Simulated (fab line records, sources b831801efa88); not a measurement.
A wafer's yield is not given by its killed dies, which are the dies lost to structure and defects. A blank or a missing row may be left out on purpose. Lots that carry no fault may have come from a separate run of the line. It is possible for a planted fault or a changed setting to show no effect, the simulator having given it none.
fab line records ; flow sky130
record: lots: 13; wafers: 39; last_day: 50
route steps=708 shown VIA2@530 METAL3@532 PASSIVATION@691 PAD_OPEN@708
lots that met no fault: taken from a fault-free run of the same line
start_h: start of the lot's first displayed wafer, in hours after the record's first day ; wait_h: hours since the lot's step before ; " as in the row above ; L1.1+2: a single row standing in for several wafers ; - no value, or no start was given ; * or withheld: withheld ; < > ~ a bound
route shown NAME@n: names a module that has steps shown in the file, with the first one's number in the route ; usual: mean and standard deviation over wafers with no fault ; same: alike in all rows ; chamber/n: place in a boat ; sites: each site's reading ; _std_site: the values' standard deviation ; _edge_site: outer sites' mean less inner sites' ; radius_mm: how far each site lies from the wafer's centre ; mask NAME#n: copy n ; behind: the tool/chamber that last shaped the wafer ; hold: the reason the lot was held/the length of the hold in hours/how it ended ; device: the n, p or np transistor that did not switch ; end of line: tests run on the same wafers once the route is complete ; a step with no rows: only its recipe ; killed: count of dies lost to structure and defects at first sort (not the wafer's yield) ; map: dies across one wafer; x = killed, . = not, _ = none there
set.NAME: the run value of the setting; set.NAME@STEP: its run value at that earlier step ; model.NAME: the simulator's own value behind a step, which no gauge read
a sample of lots followed through the steps of the route, with each step as a table and each wafer as a row
services: from which hour (start_h, from the record's first day; less than 0 if before it) a tool's chamber was out of use, for how many hours, and why
== steps ==
step: SKY_VIA2_THK_MEAS_23
recipe: thk_meas_gauge: xrf; reads: W_of_VIA2_CVD_21
usual: VIA2_W_THK: 410/6.3
lot.wafer;tool;chamber;start_h;wait_h;VIA2_W_THK[nm]
L536.1;film_metro-04;-;848.00;0.1;408
L536.3;film_metro-04;-;848.00;0.1;406
L536.5;film_metro-04;-;848.00;0.1;413
L537.1;film_metro-04;-;862.28;0.1;414
L537.3;film_metro-04;-;862.28;0.1;409
L537.4;film_metro-04;-;862.28;0.1;408
L538.2;film_metro-02;-;864.70;0.1;400
L538.3;film_metro-02;-;864.70;0.1;408
L538.4;film_metro-02;-;864.70;0.1;407
L539.2;film_metro-02;-;872.98;0.1;401
L539.3;film_metro-02;-;872.98;0.1;398
L539.5;film_metro-02;-;872.98;0.1;402
L540.1;film_metro-04;-;875.86;0.1;417
L540.5;film_metro-04;-;875.86;0.1;414
L540.6;film_metro-04;-;875.86;0.1;412
L541.3;film_metro-01;-;895.34;0.1;426
L541.4;film_metro-01;-;895.34;0.1;428
L541.5;film_metro-01;-;895.34;0.1;427
L542.3;film_metro-01;-;899.48;0.1;421
L542.4;film_metro-01;-;899.48;0.1;423
L542.5;film_metro-01;-;899.48;0.1;422
L543.1;film_metro-04;-;901.46;0.1;404
L543.3;film_metro-04;-;901.46;0.1;409
L543.5;film_metro-04;-;901.46;0.1;407
L547.2;film_metro-02;-;930.72;0.1;413
L547.3;film_metro-02;-;930.72;0.1;413
L547.5;film_metro-02;-;930.72;0.1;417
L548.1;film_metro-02;-;941.95;0.1;401
L548.5;film_metro-02;-;941.95;0.1;404
L548.6;film_metro-02;-;941.95;0.1;413
L555.1;film_metro-04;-;1003.33;0.1;409
L555.2;film_metro-04;-;1003.33;0.1;410
L555.6;film_metro-04;-;1003.33;0.1;419
L556.2;film_metro-02;-;1007.18;0.1;407
L556.3;film_metro-02;-;1007.18;0.1;406
L556.5;film_metro-02;-;1007.18;0.1;404
L558.2;film_metro-02;-;1023.40;0.1;408
L558.3;film_metro-02;-;1023.40;0.1;412
L558.4;film_metro-02;-;1023.40;0.1;404
step: SKY_METAL3_SPUTTER_00
recipe: material: Ti; target_thk_nm: 15; power_w: 3000; time_s: 10; chamber_pressure_pa: 0.4
usual: throttle_valve_pct: 29.8/0.98
lot.wafer;tool;chamber;start_h;wait_h;throttle_valve_pct
L536.1;pvd_sputter-02;-;848.44;0.1;30.3
L536.3;pvd_sputter-02;-;848.44;0.1;28.4
L536.5;pvd_sputter-02;-;848.44;0.1;28.4
L537.1;pvd_sputter-02;-;862.64;0.1;28.1
L537.3;pvd_sputter-02;-;862.64;0.1;30.1
L537.4;pvd_sputter-02;-;862.64;0.1;28.4
L538.2;pvd_sputter-04;-;865.05;0.2;30.2
L538.3;pvd_sputter-04;-;865.05;0.2;29.1
L538.4;pvd_sputter-04;-;865.05;0.2;30.8
L539.2;pvd_sputter-03;-;873.60;0.2;30.0
L539.3;pvd_sputter-03;-;873.60;0.2;29.9
L539.5;pvd_sputter-03;-;873.60;0.2;30.2
L540.1;pvd_sputter-02;-;876.22;0.1;28.3
L540.5;pvd_sputter-02;-;876.22;0.1;28.2
L540.6;pvd_sputter-02;-;876.22;0.1;30.9
L541.3;pvd_sputter-02;-;895.68;0.2;30.6
L541.4;pvd_sputter-02;-;895.68;0.2;30.1
L541.5;pvd_sputter-02;-;895.68;0.2;28.5
L542.3;pvd_sputter-03;-;900.03;0.2;30.3
L542.4;pvd_sputter-03;-;900.03;0.2;30.9
L542.5;pvd_sputter-03;-;900.03;0.2;30.1
L543.1;pvd_sputter-02;-;901.83;0.2;28.4
L543.3;pvd_sputter-02;-;901.83;0.2;28.0
L543.5;pvd_sputter-02;-;901.83;0.2;28.3
L547.2;pvd_sputter-03;-;931.07;0.1;30.1
L547.3;pvd_sputter-03;-;931.07;0.1;30.3
L547.5;pvd_sputter-03;-;931.07;0.1;30.7
L548.1;pvd_sputter-03;-;942.31;0.2;29.6
L548.5;pvd_sputter-03;-;942.31;0.2;30.4
L548.6;pvd_sputter-03;-;942.31;0.2;31.0
L555.1;pvd_sputter-02;-;1003.99;0.1;30.6
L555.2;pvd_sputter-02;-;1003.99;0.1;28.3
L555.6;pvd_sputter-02;-;1003.99;0.1;28.5
L556.2;pvd_sputter-02;-;1007.53;0.2;30.1
L556.3;pvd_sputter-02;-;1007.53;0.2;30.6
L556.5;pvd_sputter-02;-;1007.53;0.2;30.2
L558.2;pvd_sputter-02;-;1023.75;0.1;28.4
L558.3;pvd_sputter-02;-;1023.75;0.1;30.9
L558.4;pvd_sputter-02;-;1023.75;0.1;28.3
step: SKY_METAL3_SPUTTER_03
recipe: material: Ti; target_thk_nm: 5; power_w: 2885; time_s: 3.3; chamber_pressure_pa: 0.4
usual: throttle_valve_pct: 29.8/0.98
lot.wafer;tool;chamber;start_h;wait_h;throttle_valve_pct
L536.1;pvd_sputter-02;-;848.52;0.0;30.4
L536.3;pvd_sputter-02;-;848.52;0.0;28.3
L536.5;pvd_sputter-02;-;848.52;0.0;28.3
L537.1;pvd_sputter-02;-;862.73;0.0;28.3
L537.3;pvd_sputter-02;-;862.73;0.0;30.0
L537.4;pvd_sputter-02;-;862.73;0.0;28.4
L538.2;pvd_sputter-04;-;865.13;0.0;30.2
L538.3;pvd_sputter-04;-;865.13;0.0;28.8
L538.4;pvd_sputter-04;-;865.13;0.0;31.1
L539.2;pvd_sputter-03;-;873.69;0.0;30.1
L539.3;pvd_sputter-03;-;873.69;0.0;29.7
L539.5;pvd_sputter-03;-;873.69;0.0;30.3
L540.1;pvd_sputter-02;-;876.31;0.0;28.7
L540.5;pvd_sputter-02;-;876.31;0.0;28.5
L540.6;pvd_sputter-02;-;876.31;0.0;30.8
L541.3;pvd_sputter-02;-;895.77;0.0;30.8
L541.4;pvd_sputter-02;-;895.77;0.0;29.9
L541.5;pvd_sputter-02;-;895.77;0.0;28.8
L542.3;pvd_sputter-03;-;900.12;0.0;30.1
L542.4;pvd_sputter-03;-;900.12;0.0;31.1
L542.5;pvd_sputter-03;-;900.12;0.0;30.0
L543.1;pvd_sputter-02;-;901.92;0.0;28.5
L543.3;pvd_sputter-02;-;901.92;0.0;28.3
L543.5;pvd_sputter-02;-;901.92;0.0;28.1
L547.2;pvd_sputter-03;-;931.16;0.0;30.3
L547.3;pvd_sputter-03;-;931.16;0.0;30.7
L547.5;pvd_sputter-03;-;931.16;0.0;31.1
L548.1;pvd_sputter-03;-;942.40;0.0;29.8
L548.5;pvd_sputter-03;-;942.40;0.0;30.2
L548.6;pvd_sputter-03;-;942.40;0.0;31.1
L555.1;pvd_sputter-02;-;1004.07;0.0;30.9
L555.2;pvd_sputter-02;-;1004.07;0.0;28.5
L555.6;pvd_sputter-02;-;1004.07;0.0;28.1
L556.2;pvd_sputter-02;-;1007.62;0.0;30.3
L556.3;pvd_sputter-02;-;1007.62;0.0;30.7
L556.5;pvd_sputter-02;-;1007.62;0.0;30.1
L558.2;pvd_sputter-02;-;1023.84;0.0;28.5
L558.3;pvd_sputter-02;-;1023.84;0.0;30.8
L558.4;pvd_sputter-02;-;1023.84;0.0;28.5
step: SKY_PASSIVATION_DEVELOP_10
recipe: develop_time_s: 60; dev_temp_c: 23
usual: developer_temp_C: 23.00/0.11
lot.wafer;tool;chamber;start_h;wait_h;developer_temp_C
L536.1;litho_track-03;0;1051;-;22.87
L536.3;litho_track-03;0;1051;-;23.16
L536.5;litho_track-03;0;1051;-;23.03
L537.1;litho_track-03;0;1057;-;23.30
L537.3;litho_track-03;0;1057;-;23.14
L537.4;litho_track-03;0;1057;-;23.08
L538.2;litho_track-02;0;1063;-;22.82
L538.3;litho_track-02;0;1063;-;22.89
L538.4;litho_track-02;0;1063;-;22.99
L539.2;litho_track-02;0;1073;-;22.98
L539.3;litho_track-02;0;1073;-;23.14
L539.5;litho_track-02;0;1073;-;23.00
L540.1;litho_track-02;0;1075;-;22.96
L540.5;litho_track-02;0;1075;-;22.89
L540.6;litho_track-02;0;1076;-;23.04
L541.3;litho_track-02;0;1089;-;23.02
L541.4;litho_track-02;0;1089;-;23.06
L541.5;litho_track-02;0;1089;-;22.95
L542.3;litho_track-02;0;1095;-;22.24
L542.4;litho_track-02;0;1095;-;22.02
L542.5;litho_track-02;0;1095;-;22.26
L543.1;litho_track-04;0;1097;-;22.86
L543.3;litho_track-04;0;1097;-;22.92
L543.5;litho_track-04;0;1097;-;22.94
L547.2;litho_track-04;0;1119;-;22.94
L547.3;litho_track-04;0;1119;-;22.94
L547.5;litho_track-04;0;1119;-;23.28
L548.1;litho_track-02;0;1123;-;22.11
L548.5;litho_track-02;0;1123;-;22.07
L548.6;litho_track-02;0;1123;-;22.14
L555.1;litho_track-04;0;1175;-;22.89
L555.2;litho_track-04;0;1175;-;22.74
L555.6;litho_track-04;0;1175;-;22.83
L556.2;litho_track-04;0;1178;-;23.16
L556.3;litho_track-04;0;1178;-;23.09
L556.5;litho_track-04;0;1178;-;23.24
L558.2;litho_track-03;0;1188;-;23.00
L558.3;litho_track-03;0;1188;-;23.05
L558.4;litho_track-03;0;1188;-;23.04
step: SKY_PAD_OPEN_PROBE_99
usual: defect_limited_yield: 83.0/1.9; killed_at_M0_to_M3: 43/6.9; killed_at_M4_up: 3.1/1.9; killed_at_contacts: 24/5.4; killed_at_front_end: 14/4.3; killed_at_other: 0.3/0.53; killed_dies: 84/9.5; killed_open: 46/6.8; killed_short: 38/6; sort_bin_3_pad_short: 0.9/0.46; sort_bin_5_function: 10.0/1.4; sort_bin_6_memory: 6.1/1.1; sort_n_pass: 408/9.5; sort_yield_pct: 83.0/1.9
same: gross_dies: 492; killed_at_back_side: 0; sort_bin_4_leakage[%]: 0; sort_bin_8_speed[%]: 0
lot.wafer;tool;chamber;start_h;wait_h;defect_limited_yield[%];killed_at_M0_to_M3;killed_at_M4_up;killed_at_contacts;killed_at_front_end;killed_at_other;killed_dies;killed_open;killed_short;sort_bin_3_pad_short[%];sort_bin_5_function[%];sort_bin_6_memory[%];sort_n_pass;sort_yield_pct[%]
L542.3;prober-01;-;1116.94;0.2;83.9;34;3;24;17;1;79;44;35;0.8;8.3;6.9;413;83.9
L542.4;prober-01;-;1116.99;0.2;82.7;36;2;29;18;0;85;43;42;0.4;11.6;5.3;407;82.7
L542.5;prober-01;-;1117.04;0.2;81.5;32;2;36;21;0;91;52;39;1.2;9.6;7.7;401;81.5
L548.1;prober-02;-;1143.76;0.1;83.7;46;3;22;9;0;80;38;41;0.8;9.8;5.7;412;83.7
L548.5;prober-02;-;1143.96;0.2;84.6;39;4;20;12;1;76;37;39;1.2;8.5;5.7;416;84.6
L548.6;prober-02;-;1144.01;0.2;82.1;50;4;18;15;1;88;49;39;0.8;9.8;7.3;404;82.1
killed by level:class
L542.3 LI_CONTACT:geometric_particle:open=7 CONTACT:geometric_particle:open=7 FIELD_ISO:geometric_particle:short=6 VIA1:geometric_particle:open=6 VIA1:geometric_particle:short=6 VIA2:geometric_particle:open=6 FIELD_ISO:geometric_particle:open=5 POLY_GATE:geometric_particle:open=3
L542.4 VIA1:geometric_particle:open=8 LI_CONTACT:geometric_particle:open=8 CONTACT:geometric_particle:open=7 METAL2:geometric_particle:short=6 METAL1:geometric_particle:short=5 POLY_GATE:geometric_particle:short=5 POLY_GATE:geometric_particle:open=5 LOCAL_INTERCONNECT:geometric_particle:short=5
L542.5 CONTACT:geometric_particle:open=14 LI_CONTACT:geometric_particle:open=9 POLY_GATE:geometric_particle:open=7 LOCAL_INTERCONNECT:geometric_particle:short=7 FIELD_ISO:geometric_particle:short=6 VIA1:geometric_particle:open=6 FIELD_ISO:geometric_particle:open=5 METAL1:geometric_particle:short=5
L548.1 VIA1:geometric_particle:open=9 LI_CONTACT:geometric_particle:open=7 VIA2:geometric_particle:open=6 METAL1:geometric_particle:short=6 CONTACT:geometric_particle:open=5 VIA1:geometric_particle:short=5 VIA2:geometric_particle:short=5 VIA3:geometric_particle:open=5
L548.5 VIA1:geometric_particle:open=11 METAL2:geometric_particle:short=8 VIA3:geometric_particle:open=7 CONTACT:geometric_particle:short=6 METAL1:geometric_particle:short=6 CONTACT:geometric_particle:open=5 POLY_GATE:geometric_particle:open=4 LI_CONTACT:geometric_particle:short=4
L548.6 VIA2:geometric_particle:open=9 CONTACT:geometric_particle:open=9 VIA1:geometric_particle:open=9 VIA1:geometric_particle:short=6 VIA3:geometric_particle:short=5 VIA3:geometric_particle:open=4 POLY_GATE:geometric_particle:open=4 POLY_GATE:geometric_particle:short=4
== services ==
tool;chamber;start_h;hours;kind
pvd_sputter-04;-;827.77;0.7;repair
pvd_sputter-02;-;850.71;7.7;repair
pvd_sputter-04;-;851.90;3.4;repair
pvd_sputter-04;-;930.40;5.9;repair
pvd_sputter-03;-;938.90;3.0;repair
pvd_sputter-03;-;974.23;3.2;repair
pvd_sputter-02;-;986.64;3.1;repair
pvd_sputter-04;-;1078.37;1.7;repair
pvd_sputter-04;-;1093.93;3.8;repair
== key ==
first_sign: step: SKY_PASSIVATION_DEVELOP_10; reading: developer_temp_C; direction: down; sigmas: 8; usual: *; struck: *
effect none on later readings
met_at SKY_PASSIVATION_DEVELOP_10
struck_lots L542,L548
not_acting_at SKY_VIA2_THK_MEAS_23,SKY_METAL3_SPUTTER_00,SKY_METAL3_SPUTTER_03
onset_between 1089 1095
fault: kind: process_parameter_drift; tool: litho_track-02; chamber: -; onset_h: 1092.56; steps: SKY_PASSIVATION_DEVELOP_10; channel: dev_temp_c; offset: *; shape: step; end_h: 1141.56; acts_in: *; stated: *
